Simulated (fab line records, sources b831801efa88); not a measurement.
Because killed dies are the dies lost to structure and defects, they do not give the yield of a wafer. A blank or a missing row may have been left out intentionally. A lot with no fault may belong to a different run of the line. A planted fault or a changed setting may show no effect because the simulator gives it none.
fab line records	flow sky130
record lots=14	wafers=42	lastDay=49
route steps=708 shown VIA2@529 METAL3@535 VIA3@575
lots with no fault: from the same line, run without faults
startH: hours from the record's opening day to when the first of the lot's shown wafers began	waitH: hours from the lot's prior step to this one	" identical to the entry in the row above	L1.1+2: a single row standing in for several wafers	- either no value or no given start	* or withheld: withheld	< > ~ a bound
route shown NAME@n: a module of which the file shows steps, and the number in the route of the first	usual: mean/standard deviation taken from wafers without a fault	same: alike in all rows	chamber/n: place in a boat	sites: each site's reading	_std_site: how widely they spread, as a standard deviation	_edge_site: mean of outer sites minus mean of inner sites	radiusMm: how far each site lies from the wafer's centre	mask NAME#n: copy n	behind: the last tool/chamber to shape the wafer	hold: the reason the lot was held/the length of the hold in hours/how it ended	device: the transistor (n, p or np) that didn't switch	end of line: the same wafers' tests at the end of the route	for a step that has no rows: nothing shown but its recipe	killed: not the wafer's yield, but the dies lost to structure and defects at the first sort	map: the dies of a wafer, with x for killed, . for not killed, _ for no die there
set.NAME: the setting that was run; set.NAME@STEP: the one run at that earlier step	model.NAME: the simulator's own value behind a step, which no gauge read
route steps across a sampled set of lots; one table per step, one row per wafer
services: a tool's chamber out of use, with start hour (startH, from the record's first day; less than 0 if before it), hours out, and reason
## steps
# step SKY_VIA2_RS_MEAS_22
# recipe thkMeasGauge=four-point-probe	reads=W_of_VIA2_CVD_21+TiN_of_VIA2_SPUTTER_20
# usual VIA2_W_RS=0.273/0.003
lot.wafer	tool	chamber	startH	waitH	VIA2_W_RS[ohm/sq]
L276.1	filmMetro-02	-	843.15	0.1	0.273
L276.5	"	-	"	"	0.272
L276.6	"	-	"	"	0.272
L278.1	filmMetro-01	-	883.40	0.1	0.277
L278.4	"	-	"	"	0.274
L278.5	"	-	"	"	0.272
L279.1	filmMetro-03	-	884.09	0.1	0.268
L279.2	"	-	"	"	0.269
L279.4	"	-	"	"	0.267
L282.2	filmMetro-01	-	962.80	0.1	0.271
L282.3	"	-	"	"	0.276
L282.4	"	-	"	"	0.268
L281.1	filmMetro-02	-	962.96	0.1	0.273
L281.2	"	-	"	"	0.278
L281.6	"	-	"	"	0.274
L288.1	filmMetro-03	-	967.37	0.1	0.273
L288.3	"	-	"	"	0.272
L288.4	"	-	"	"	0.269
L290.3	filmMetro-02	-	969.03	0.1	0.275
L290.4	"	-	"	"	0.274
L290.6	"	-	"	"	0.273
L289.1	filmMetro-02	-	969.63	0.1	0.274
L289.3	"	-	"	"	0.269
L289.4	"	-	"	"	0.270
L291.1	filmMetro-03	-	971.00	0.1	0.278
L291.2	"	-	"	"	0.269
L291.5	"	-	"	"	0.275
L292.1	filmMetro-03	-	971.33	0.1	0.277
L292.4	"	-	"	"	0.276
L292.5	"	-	"	"	0.275
L294.1	filmMetro-01	-	972.98	0.1	0.274
L294.3	"	-	"	"	0.276
L294.4	"	-	"	"	0.273
L295.2	filmMetro-01	-	980.17	0.1	0.276
L295.5	"	-	"	"	0.277
L295.6	"	-	"	"	0.274
L296.1	filmMetro-03	-	983.05	0.1	0.271
L296.3	"	-	"	"	0.269
L296.6	"	-	"	"	0.267
L297.1	filmMetro-02	-	985.45	0.1	0.265
L297.4	"	-	"	"	0.274
L297.5	"	-	"	"	0.269
# step SKY_METAL3_SPUTTER_03
# recipe material=Ti	targetThkNm=5	powerW=3000	timeS=3.3	chamberPressurePa=0.4
# usual cathodeDcPowerW=2999.9/0.49	throttleValvePct=30.3/0.96
lot.wafer	tool	chamber	startH	waitH	cathodeDcPowerW	throttleValvePct
L276.1	pvdSputter-04	-	843.72	0.0	3000.0	30.3
L276.5	"	-	"	"	2999.6	30.3
L276.6	"	-	"	"	3000.3	28.6
L278.1	pvdSputter-03	-	883.97	0.0	3000.7	31.7
L278.4	"	-	"	"	2999.4	29.8
L278.5	"	-	"	"	3000.2	31.4
L279.1	pvdSputter-04	-	884.65	0.0	2999.8	30.6
L279.2	"	-	"	"	3000.0	30.1
L279.4	"	-	"	"	2999.8	28.9
L282.2	pvdSputter-04	-	963.34	0.0	2999.9	30.6
L282.3	"	-	"	"	2999.5	28.7
L282.4	"	-	"	"	3000.0	30.2
L281.1	pvdSputter-03	-	963.64	0.0	3000.7	31.9
L281.2	"	-	"	"	2999.7	31.4
L281.6	"	-	"	"	2999.6	31.2
L288.1	pvdSputter-04	-	967.93	0.0	3000.2	30.1
L288.3	"	-	"	"	3000.3	29.8
L288.4	"	-	"	"	2999.4	28.7
L290.3	pvdSputter-04	-	969.56	0.0	3000.4	28.8
L290.4	"	-	"	"	2999.5	30.0
L290.6	"	-	"	"	2999.7	28.8
L289.1	pvdSputter-04	-	970.19	0.0	2999.7	29.0
L289.3	"	-	"	"	2999.4	29.9
L289.4	"	-	"	"	2999.6	30.0
L291.1	pvdSputter-03	-	971.57	0.0	3000.0	31.9
L291.2	"	-	"	"	3000.4	29.8
L291.5	"	-	"	"	2999.6	31.4
L292.1	pvdSputter-04	-	971.90	0.0	2999.9	28.8
L292.4	"	-	"	"	2999.7	28.9
L292.5	"	-	"	"	2999.0	30.3
L294.1	pvdSputter-02	-	973.54	0.0	2999.9	30.6
L294.3	"	-	"	"	2999.9	29.9
L294.4	"	-	"	"	3000.1	29.0
L295.2	pvdSputter-03	-	980.71	0.0	3000.0	31.4
L295.5	"	-	"	"	2999.5	29.9
L295.6	"	-	"	"	2999.0	31.5
L296.1	pvdSputter-04	-	983.62	0.0	2999.8	30.5
L296.3	"	-	"	"	3000.8	29.0
L296.6	"	-	"	"	2999.9	28.8
L297.1	pvdSputter-02	-	986.01	0.0	2999.8	29.0
L297.4	"	-	"	"	2999.3	29.7
L297.5	"	-	"	"	3000.2	29.1
# step SKY_METAL3_ETCH_16
# recipe chemistry=N2/H2	target=BARC	ionEnergyEv=200	biasW=100	pressureMtorr=30	n2FlowSccm=100	h2FlowSccm=200	icpW=500	stopOn=SiO2	timeS=88.2	targetDepthA=600
# usual biasW=100.02/0.28	chamberPressureMTorr=30.003/0.027	drypumpMotorCurrentA=5.7/0.56	h2FlowSccm=200.0/0.53	oesProductAu=0.626/0.0049	rfFwdPowerW=495.9/1.5	throttleValvePct=13.205/0.0091
lot.wafer	tool	chamber	startH	waitH	biasW	chamberPressureMTorr	drypumpMotorCurrentA	h2FlowSccm	oesProductAu	rfFwdPowerW	rfHoursCounterH	throttleValvePct
L276.1	rieMetal-01	1	896.74	0.0	99.92	29.993	5.1	199.4	0.626	498.1	3	13.193
L276.5	"	0	"	"	100.15	29.998	6.2	200.4	0.627	497.1	-	13.199
L276.6	"	1	"	"	99.75	29.964	5.1	199.8	0.631	496.3	-	13.199
L278.1	rieMetal-01	0	933.44	0.0	100.19	29.987	6.2	199.2	0.621	498.1	13	13.202
L278.4	"	1	"	"	99.67	29.985	5.1	200.3	0.627	497.1	-	13.218
L278.5	"	0	"	"	100.05	30.017	6.2	200.1	0.623	496.2	-	13.205
L279.1	rieMetal-03	0	935.15	0.0	100.34	29.959	6.3	200.3	0.625	496.2	6	13.213
L279.2	"	1	"	"	100.13	30.037	5.6	200.4	0.620	495.0	2	13.185
L279.4	"	1	"	"	100.18	30.011	5.6	200.5	0.626	495.6	-	13.192
L282.2	rieMetal-01	1	1009.34	0.0	-	-	-	-	-	-	-	-
L282.3	"	0	"	"	-	-	-	-	-	-	-	-
L282.4	"	1	"	"	-	-	-	-	-	-	-	-
L281.1	rieMetal-01	0	1010.25	0.0	-	-	-	-	-	-	-	-
L281.2	"	1	"	"	-	-	-	-	-	-	-	-
L281.6	"	0	"	"	-	-	-	-	-	-	-	-
L288.1	rieMetal-02	0	1013.41	0.0	100.06	30.003	6.5	198.9	0.628	496.6	13	13.217
L288.3	"	1	"	"	100.28	29.996	5.3	198.9	0.629	495.7	-	13.206
L288.4	"	0	"	"	99.54	30.011	6.5	199.7	0.624	497.3	-	13.215
L290.3	rieMetal-01	1	1015.17	0.0	100.30	29.994	5.1	199.7	0.621	494.5	-	13.198
L290.4	"	0	"	"	100.13	30.014	6.2	200.0	0.627	495.8	-	13.197
L290.6	"	0	"	"	100.44	29.993	6.2	200.8	0.624	496.8	-	13.207
L289.1	rieMetal-01	1	1018.19	0.0	100.44	30.007	5.0	200.7	0.626	496.4	8	13.206
L289.3	"	1	"	"	100.30	30.009	5.1	199.9	0.614	493.7	-	13.207
L289.4	"	0	"	"	99.84	30.047	6.2	199.5	0.625	494.8	-	13.194
L291.1	rieMetal-03	0	1018.40	0.0	99.70	29.955	6.3	200.1	0.625	494.2	10	13.197
L291.2	"	1	"	"	100.69	29.940	5.6	200.5	0.628	493.3	7	13.196
L291.5	"	1	"	"	99.92	30.012	5.6	199.7	0.627	493.1	-	13.201
L292.1	rieMetal-01	0	1018.54	0.0	99.94	29.981	6.2	200.7	0.619	497.2	17	13.208
L292.4	"	0	"	"	100.13	29.971	6.2	200.1	0.628	497.3	-	13.198
L292.5	"	0	"	"	99.82	29.971	6.2	200.1	0.627	498.1	-	13.189
L294.1	rieMetal-01	0	1020.04	0.0	100.16	29.998	6.2	199.3	0.623	496.1	17	13.217
L294.3	"	0	"	"	99.73	30.029	6.2	198.7	0.627	494.2	-	13.206
L294.4	"	1	"	"	100.52	29.960	5.1	200.1	0.633	495.7	-	13.212
L295.2	rieMetal-01	1	1027.39	0.0	99.89	30.008	5.1	199.8	0.622	499.0	9	13.210
L295.5	"	0	"	"	99.62	30.018	6.2	200.1	0.621	497.6	-	13.216
L295.6	"	1	"	"	100.03	29.987	5.0	200.4	0.632	497.5	-	13.199
L296.1	rieMetal-03	0	1029.54	0.0	99.81	30.002	6.3	199.9	0.631	495.4	11	13.193
L296.3	"	1	"	"	99.77	29.974	5.6	199.6	0.627	494.0	-	13.209
L296.6	"	0	"	"	100.07	30.058	6.3	199.1	0.626	494.0	-	13.210
L297.1	rieMetal-01	1	1031.85	0.0	99.92	30.022	5.1	200.3	0.627	495.6	9	13.207
L297.4	"	1	"	"	99.93	29.991	5.1	199.6	0.622	495.8	-	13.215
L297.5	"	1	"	"	99.66	29.984	5.1	199.4	0.631	496.1	-	13.210
# step SKY_METAL3_ETCH_17
# recipe target=SiO2	stopOn=TiN	chemistry=C4F8/O2/Ar	sourceW=1500	biasW=1200	pressureMtorr=40	c4f8FlowSccm=withheld	O2_flow_sccm=6	Ar_flow_sccm=300	timeS=3.9	targetDepthA=150
# usual biasW=1200/3.3	chamberPressureMTorr=40.00/0.035	oesProductAu=0.750/0.0072	rfFwdPowerW=1467/6.1
lot.wafer	tool	chamber	startH	waitH	biasW	chamberPressureMTorr	oesProductAu	rfFwdPowerW	rfHoursCounterH
L276.1	rieDiel-04	0	896.84	0.1	1196	39.98	0.750	1469	13
L276.5	"	3	"	"	1199	40.01	0.755	1458	-
L276.6	"	2	"	"	1204	40.04	0.752	1462	-
L278.1	rieDiel-02	2	933.54	0.1	1199	40.02	0.739	1476	4
L278.4	"	1	"	"	1204	40.01	0.749	1462	10
L278.5	"	1	"	"	1211	39.99	0.750	1458	-
L279.1	rieDiel-04	0	935.25	0.1	1202	40.01	0.753	1471	14
L279.2	"	1	"	"	1200	40.05	0.749	1477	1
L279.4	"	2	"	"	1195	39.98	0.758	1464	19
L282.2	rieDiel-03	1	1009.44	0.1	1200	39.97	0.381	1469	19
L282.3	"	3	"	"	1199	39.96	0.376	1462	12
L282.4	"	0	"	"	1196	39.95	0.382	1473	11
L281.1	rieDiel-04	3	1010.35	0.1	1197	39.99	0.374	1463	16
L281.2	"	2	"	"	1196	40.00	0.381	1465	21
L281.6	"	2	"	"	1203	40.03	0.374	1459	-
L288.1	rieDiel-03	1	1013.51	0.1	1204	39.98	0.743	1462	19
L288.3	"	3	"	"	1195	39.95	0.760	1468	12
L288.4	"	0	"	"	1197	40.05	0.757	1470	11
L290.3	rieDiel-03	0	1015.24	0.0	1204	40.03	0.745	1462	11
L290.4	"	3	"	"	1201	39.97	0.741	1465	12
L290.6	"	0	"	"	1202	39.98	0.747	1467	-
L289.1	rieDiel-03	0	1018.29	0.1	1197	39.99	0.751	1467	11
L289.3	"	3	"	"	1200	39.97	0.750	1457	12
L289.4	"	2	"	"	1200	39.94	0.759	1465	21
L291.1	rieDiel-04	1	1018.50	0.1	1195	39.97	0.746	1474	4
L291.2	"	3	"	"	1204	39.99	0.756	1463	16
L291.5	"	2	"	"	1200	40.04	0.755	1463	-
L292.1	rieDiel-02	2	1018.64	0.1	1197	39.98	0.759	1466	7
L292.4	"	1	"	"	1197	40.03	0.758	1462	13
L292.5	"	0	"	"	1204	40.04	0.749	1458	-
L294.1	rieDiel-04	0	1020.14	0.1	1198	40.01	0.746	1474	17
L294.3	"	3	"	"	1198	40.01	0.753	1456	16
L294.4	"	2	"	"	1198	40.01	0.752	1461	22
L295.2	rieDiel-03	0	1027.49	0.1	1192	39.99	0.738	1469	11
L295.5	"	2	"	"	1197	40.02	0.751	1474	-
L295.6	"	3	"	"	1200	39.99	0.759	1458	-
L296.1	rieDiel-04	2	1029.64	0.1	1196	40.00	0.753	1463	22
L296.3	"	1	"	"	1204	40.00	0.743	1470	4
L296.6	"	0	"	"	1199	40.00	0.751	1472	-
L297.1	rieDiel-02	3	1031.95	0.1	1201	40.05	0.746	1455	11
L297.4	"	1	"	"	1204	39.98	0.759	1462	14
L297.5	"	2	"	"	1202	40.03	0.743	1470	-
# step SKY_METAL3_STRIP_19
# recipe chemistry=O2/N2	powerW=1400	pressureMtorr=1500	platenTempC=withheld	o2FlowSccm=3000	n2FlowSccm=300	overashFraction=0.5
# usual drypumpMotorCurrentA=5.6/0.55	oesProductAu=0.501/0.0061	stripTimeToEndpointS=6.51/0.094
lot.wafer	tool	chamber	startH	waitH	drypumpMotorCurrentA	oesProductAu	rfHoursCounterH	stripTimeToEndpointS
L276.1	plasmaAsher-01	1	897.04	0.1	5.6	0.499	67	6.42
L276.5	"	0	"	"	5.3	0.498	-	6.49
L276.6	"	1	"	"	5.6	0.502	-	6.52
L278.1	plasmaAsher-03	0	933.73	0.1	5.8	0.504	53	6.60
L278.4	"	1	"	"	4.9	0.499	-	6.57
L278.5	"	1	"	"	4.9	0.501	-	6.59
L279.1	plasmaAsher-03	1	935.44	0.1	5.0	0.497	54	6.37
L279.2	"	0	"	"	5.8	0.510	54	6.64
L279.4	"	1	"	"	5.0	0.510	-	6.61
L282.2	plasmaAsher-02	1	1009.64	0.1	5.4	0.522	124	6.97
L282.3	"	0	"	"	6.7	0.528	-	7.02
L282.4	"	1	"	"	5.4	0.523	-	7.04
L281.1	plasmaAsher-03	1	1010.54	0.1	4.9	0.519	61	7.09
L281.2	"	0	"	"	5.8	0.517	61	6.90
L281.6	"	1	"	"	5.0	0.521	-	7.08
L288.1	plasmaAsher-03	0	1013.70	0.1	5.8	0.502	61	6.47
L288.3	"	0	"	"	5.8	0.499	-	6.48
L288.4	"	1	"	"	4.9	0.497	-	6.47
L290.3	plasmaAsher-03	1	1015.47	0.1	4.9	0.493	-	6.31
L290.4	"	0	"	"	5.8	0.504	-	6.58
L290.6	"	0	"	"	5.8	0.501	-	6.36
L289.1	plasmaAsher-01	0	1018.48	0.1	5.3	0.495	79	6.56
L289.3	"	1	"	"	5.6	0.502	-	6.57
L289.4	"	0	"	"	5.3	0.497	-	6.34
L291.1	plasmaAsher-03	1	1018.69	0.1	4.9	0.503	62	6.42
L291.2	"	0	"	"	5.8	0.501	62	6.57
L291.5	"	0	"	"	5.8	0.503	-	6.60
L292.1	plasmaAsher-02	1	1018.83	0.1	5.3	0.506	125	6.59
L292.4	"	0	"	"	6.7	0.506	-	6.57
L292.5	"	0	"	"	6.8	0.500	-	6.57
L294.1	plasmaAsher-02	1	1020.33	0.1	5.3	0.505	125	6.59
L294.3	"	1	"	"	5.3	0.506	-	6.59
L294.4	"	0	"	"	6.7	0.495	-	6.32
L295.2	plasmaAsher-02	1	1027.68	0.1	5.3	0.505	125	6.48
L295.5	"	0	"	"	6.8	0.498	-	6.49
L295.6	"	1	"	"	5.3	0.499	-	6.48
L296.1	plasmaAsher-02	0	1029.84	0.1	6.7	0.484	126	6.39
L296.3	"	1	"	"	5.3	0.504	-	6.56
L296.6	"	0	"	"	6.7	0.499	-	6.48
L297.1	plasmaAsher-03	0	1032.14	0.1	5.8	0.501	63	6.56
L297.4	"	0	"	"	5.8	0.502	-	6.49
L297.5	"	0	"	"	5.8	0.510	-	6.56
# step SKY_VIA3_CMP_02
# recipe material=SiO2	downForcePsi=4	platenRpm=60	padVelocityMS=0.94248
# usual motorCurrentA=12.2/1.3
lot.wafer	tool	chamber	startH	waitH	motorCurrentA
L276.1	cmp-01	1	897.90	0.1	10.8
L276.6	"	1	"	"	10.8
L276.5	"	2	"	"	13.7
L278.1	cmp-02	1	934.55	0.1	11.0
L278.4	"	2	"	"	12.4
L278.5	"	2	"	"	12.1
L279.2	cmp-01	1	936.26	0.0	11.2
L279.1	"	3	"	"	11.7
L279.4	"	0	"	"	12.5
L288.1	cmp-02	2	1014.52	0.1	11.3
L288.4	"	3	"	"	12.5
L288.3	"	1	"	"	11.7
L290.4	cmp-02	3	1016.30	0.1	12.5
L290.3	"	1	"	"	11.4
L290.6	"	2	"	"	11.8
L289.1	cmp-01	2	1019.30	0.1	14.3
L289.4	"	0	"	"	13.6
L289.3	"	1	"	"	10.9
L292.1	cmp-02	2	1020.21	0.3	11.5
L292.4	"	3	"	"	12.2
L292.5	"	1	"	"	11.5
L291.2	cmp-02	3	1020.46	0.4	12.3
L291.1	"	1	"	"	11.7
L291.5	"	2	"	"	11.5
L294.4	cmp-02	1	1021.59	0.0	11.2
L294.1	"	2	"	"	12.4
L294.3	"	3	"	"	12.3
L295.2	cmp-01	1	1028.65	0.2	10.8
L295.6	"	2	"	"	13.2
L295.5	"	3	"	"	12.3
L296.3	cmp-02	0	1030.66	0.0	11.5
L296.1	"	2	"	"	12.1
L296.6	"	0	"	"	10.8
L297.1	cmp-02	2	1033.02	0.1	11.9
L297.4	"	0	"	"	10.7
L297.5	"	1	"	"	11.1
## services
tool	chamber	startH	hours	kind
cmp-01	-	831.85	10.3	pm
rieDiel-03	2	832.68	2.2	repair
rieMetal-01	0	834.26	3.8	repair
pvdSputter-03	-	846.38	2.2	repair
cmp-02	-	847.73	0.8	repair
rieDiel-04	1	858.89	1.8	repair
plasmaAsher-02	-	880.89	1.8	repair
cmp-01	-	912.01	4.0	pm
plasmaAsher-02	-	924.88	1.4	repair
rieDiel-03	-	934.25	4.3	pm
rieMetal-01	-	940.63	2.8	pm
rieDiel-04	-	944.37	14.6	pm
pvdSputter-03	-	946.46	7.9	repair
rieDiel-04	3	959.14	5.7	repair
rieDiel-04	1	960.11	3.0	repair
cmp-01	-	971.82	1.0	repair
cmp-01	-	975.98	3.0	repair
plasmaAsher-03	-	980.89	3.3	repair
rieDiel-03	2	988.33	1.7	repair
rieDiel-03	0	997.76	4.1	repair
rieDiel-04	2	998.49	7.2	repair
cmp-02	-	1008.72	4.3	pm
pvdSputter-04	-	1020.20	3.7	repair
rieDiel-04	2	1030.46	1.3	repair
## key
firstSign step=SKY_METAL3_ETCH_16	reading=toolRecord	direction=missing
effect step=SKY_METAL3_ETCH_17	reading=oesProductAu	direction=down	sigmas=51	usual=0.750	struck=0.378
effect step=SKY_METAL3_STRIP_19	reading=stripTimeToEndpointS	direction=up	sigmas=5.4	usual=*	struck=*
metAt SKY_METAL3_ETCH_16
struckLots L281,L282
laterRowsLeftOut L281.1,L281.2,L281.6,L282.2,L282.3,L282.4
sortLeftOut L281.1,L281.2,L281.6,L282.2,L282.3,L282.4
notActingAt SKY_VIA2_RS_MEAS_22,SKY_METAL3_SPUTTER_03,SKY_VIA3_CMP_02
onsetBetween 933.44 1009.34
fault kind=skippedStepWhole	tool=rieMetal-01	chamber=-	onsetH=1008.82	steps=SKY_METAL3_ETCH_16	scope=struckLotsOnly
# sortLeftOut: the simulated sort isn't trusted on such a fault, so these wafers' sort isn't shown, and their yield isn't known
# laterRowsLeftOut: the simulator's readings of these wafers behind a module that went badly wrong aren't trusted and aren't shown, but for the sort
